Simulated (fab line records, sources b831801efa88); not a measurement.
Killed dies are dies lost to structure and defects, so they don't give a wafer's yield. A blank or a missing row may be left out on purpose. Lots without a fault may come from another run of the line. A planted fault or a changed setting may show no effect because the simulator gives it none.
Which tool did it? | flow sky130 | 6 lots, 18 wafers sampled, at 4 steps of a route of 708

WHAT THE GAUGES READ, wafer by wafer
SKY_VIA2_THK_MEAS_01.
lot  | measured     | on            | VIA2_HDPCVD_THK (nm)
L235 | day 36 00:57 | film_metro-04 | 1198 1184 1196
L240 | day 37 16:08 | film_metro-01 | 1190 1174 1180
L248 | day 40 06:48 | film_metro-01 | 1194 1189 1185
L250 | day 40 17:36 | film_metro-01 | 1196 1194 1187
L253 | day 41 11:39 | film_metro-02 | 1180 1180 1167
L255 | day 42 02:38 | film_metro-04 | 1190 1185 1178

WHICH TOOL RAN EACH LOT (tool, then ch and the chambers of the sampled wafers, then the start)
lot  | SKY_VIA1_ETCH_14                   | SKY_METAL2_SPUTTER_01        | SKY_METAL2_COAT_09
L235 | rie_diel-03 ch 1,2, day 34 20:27   | pvd_sputter-04, day 34 21:47 | litho_track-01 ch 0, day 35 10:07
L240 | rie_diel-02 ch 0,3, day 36 11:41   | pvd_sputter-04, day 36 13:04 | litho_track-04 ch 0, day 37 02:20
L248 | rie_diel-01 ch 0,1,2, day 39 03:39 | pvd_sputter-01, day 39 05:20 | litho_track-04 ch 0, day 39 17:29
L250 | rie_diel-01 ch 1,3, day 39 15:06   | pvd_sputter-03, day 39 16:38 | litho_track-04 ch 0, day 40 04:35
L253 | rie_diel-03 ch 1,2,3, day 40 08:24 | pvd_sputter-04, day 40 09:52 | litho_track-04 ch 0, day 40 22:43
L255 | rie_diel-01 ch 0,1,2, day 40 23:48 | pvd_sputter-03, day 41 01:08 | litho_track-04 ch 0, day 41 12:29
- SKY_VIA1_ETCH_14: etches BARC in N2/H2, stops on SiO2, time 45.9 s, target depth 60 nm.
- SKY_METAL2_SPUTTER_01: material TiN, target thk 20 nm, time 16.7 s.
- SKY_METAL2_COAT_09: resist thk 60 nm.

THE ANSWER, worked out from the rows above alone
Rule: what is usual is taken from the lots themselves. Put in order of their means at a reading, lots are off if they are a third of the lots or fewer, leave a main group of 4 or more, and stand apart from it by a gap of 3 or more times the standard deviation of the main group's means; of several such gaps the widest counts. A main group whose means are all the same, to the digits that the tables above print for the reading, isn't used. A lot without any number at a reading at which 4 lots or more have one is off too. The other lots that the step has rows for count as sound.
No lot is off at any reading shown: from this, nothing can be told.

WHAT THE SIMULATOR HAD PUT IN
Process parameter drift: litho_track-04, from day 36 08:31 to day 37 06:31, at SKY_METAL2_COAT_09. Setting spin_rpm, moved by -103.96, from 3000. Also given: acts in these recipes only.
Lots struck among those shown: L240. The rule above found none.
